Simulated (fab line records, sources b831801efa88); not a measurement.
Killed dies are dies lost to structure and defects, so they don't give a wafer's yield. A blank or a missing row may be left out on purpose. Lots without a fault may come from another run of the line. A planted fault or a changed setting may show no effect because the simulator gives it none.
Problem report in the 8D (eight disciplines) form, filled by code | flow sky130 | the parts of the form that need people (team, actions taken, sign-off) are left out

1. THE PROBLEM
killed_at_M4_up at SKY_PAD_OPEN_PROBE_99 reads a mean of 48.0 on 2 wafers of 1 lot; wafers without a fault read 3.2 with a standard deviation of 2. That is +22 standard deviations from the usual mean.
First seen on wafer L566.1, day 49 14:15, on prober-01. The record holds 15 wafers of 5 lots with a number at this step. Rule for "out", or "out of limits": more than 4 standard deviations from the usual mean. The other wafers with a number count as sound.

2. WHAT IT IS AND WHAT IT IS NOT
question                    | is                                                                              | is not
which readings at this step | killed_at_M4_up, defect_limited_yield, killed_dies, sort_n_pass, sort_yield_pct | killed_at_M0_to_M3, killed_at_contacts, killed_at_front_end, killed_at_other, killed_open, killed_short, sort_bin_6_memory
which lots                  | L566                                                                            | L555, L560, L568, L569
which wafers of those lots  | L566.1, L566.3                                                                  | L566.5
read on which tools         | prober-01                                                                       | prober-02
when                        | from day 49 14:15                                                               | up to then (6 sound wafers); but 7 sound wafers of L566, L568, L569 came after

3. SUSPECTS, AND WHAT RULES EACH OUT
Counting: a tool at a process step up to the reading stays a suspect if it ran every lot that is out. Sound lots after the first of them don't rule it out here, since some wafers of a struck lot are sound.
- rie_metal-03 at SKY_METAL4_ETCH_16 (etches BARC in N2/H2, stops on SiO2, time 88.2 s, target depth 60 nm): kept. It ran the lot that is out, L566 (day 46 03:25).
- rie_metal-01 at SKY_METAL4_METAL_ETCH_18 (etches the open film in Cl2/BCl3, stops on SiO2, target depth 845 nm, time 183.1 s): kept. It ran the lot that is out, L566 (day 46 03:32); its last sound lot up to then is L555 (day 43 01:14).
- cmp-01 at SKY_VIA4_CMP_02 (polishes SiO2): kept. It ran the lot that is out, L566 (day 46 04:35).
- plasma_asher-02 at SKY_VIA4_STRIP_13 (strips in O2/N2): kept. It ran the lot that is out, L566 (day 47 00:53); its last sound lot up to then is L555 (day 44 00:59).
- cmp-01 at SKY_VIA4_CMP_21 (polishes, stops on SiO2, t overpolish 25 s, target thk 0 nm): kept. It ran the lot that is out, L566 (day 47 01:55); its last sound lot up to then is L560 (day 45 16:37).
- pvd_sputter-01 at SKY_METAL5_SPUTTER_00 (material Ti, target thk 15 nm, time 10 s): kept. It ran the lot that is out, L566 (day 47 02:10); its last sound lot up to then is L555 (day 44 02:17).
- prober-01 at SKY_PAD_OPEN_PROBE_99: kept. It ran the lot that is out, L566 (day 49 14:15); its last sound lot up to then is L555 (day 46 22:20). Its own readings are out on those wafers: defect_limited_yield, killed_at_M4_up, killed_dies, sort_n_pass, sort_yield_pct.
- Within rie_metal-03 at SKY_METAL4_ETCH_16: the wafers that are out ran in chamber 0; their sound lot-mates ran in chamber 1.
- Within rie_metal-01 at SKY_METAL4_METAL_ETCH_18: the wafers that are out ran in chamber 0; their sound lot-mates ran in chamber 1.
Left after counting: rie_metal-03 at SKY_METAL4_ETCH_16, rie_metal-01 at SKY_METAL4_METAL_ETCH_18, cmp-01 at SKY_VIA4_CMP_02, plasma_asher-02 at SKY_VIA4_STRIP_13, cmp-01 at SKY_VIA4_CMP_21, pvd_sputter-01 at SKY_METAL5_SPUTTER_00, prober-01 at SKY_PAD_OPEN_PROBE_99.

4. THE CAUSE (what the simulator had put in)
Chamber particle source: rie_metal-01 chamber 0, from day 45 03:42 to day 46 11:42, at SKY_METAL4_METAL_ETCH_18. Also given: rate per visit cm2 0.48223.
Counting left 7 suspects, and this tool is among them.

5. THE CHAIN OF EFFECTS, in route order
Each row: a reading whose mean over the struck wafers that have a number lies more than 3 standard deviations from the usual. Only readings for which the record gives a usual standard deviation are gone through. hours: the time from each lot's start at the first step in this table that gives one to its start at this step, as a median over the lots. sigmas: the change in usual standard deviations.
hours | step                  | reading              | usual  | on struck wafers | change | sigmas
0     | SKY_PAD_OPEN_PROBE_99 | defect_limited_yield | 82.4 % | 74.5             | -7.9   | -4.4
0     | SKY_PAD_OPEN_PROBE_99 | killed_at_M4_up      | 3.2    | 48.0             | +44.8  | +22
0     | SKY_PAD_OPEN_PROBE_99 | killed_dies          | 86     | 126              | +40    | +4.5
0     | SKY_PAD_OPEN_PROBE_99 | sort_bin_5_function  | 10.4 % | 16.1             | +5.7   | +4.1
0     | SKY_PAD_OPEN_PROBE_99 | sort_n_pass          | 406    | 366              | -40    | -4.5
0     | SKY_PAD_OPEN_PROBE_99 | sort_yield_pct       | 82.4 % | 74.5             | -7.9   | -4.4
The process steps in it:
- SKY_PAD_OPEN_PROBE_99

6. WHAT WOULD HAVE CAUGHT IT SOONER
In this record the first reading out of limits was taken at day 49 14:15, 107 hours after the fault began at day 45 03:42.
Of the tool readings at SKY_METAL4_METAL_ETCH_18 for which the record gives a usual standard deviation, none was out on any struck wafer, so an alarm limit of 4 standard deviations on them would not have fired.
All the lots that are out (1) had begun SKY_METAL4_METAL_ETCH_18 on rie_metal-01 by day 49 14:15. A hold on the tool at that time would have spared none of them.
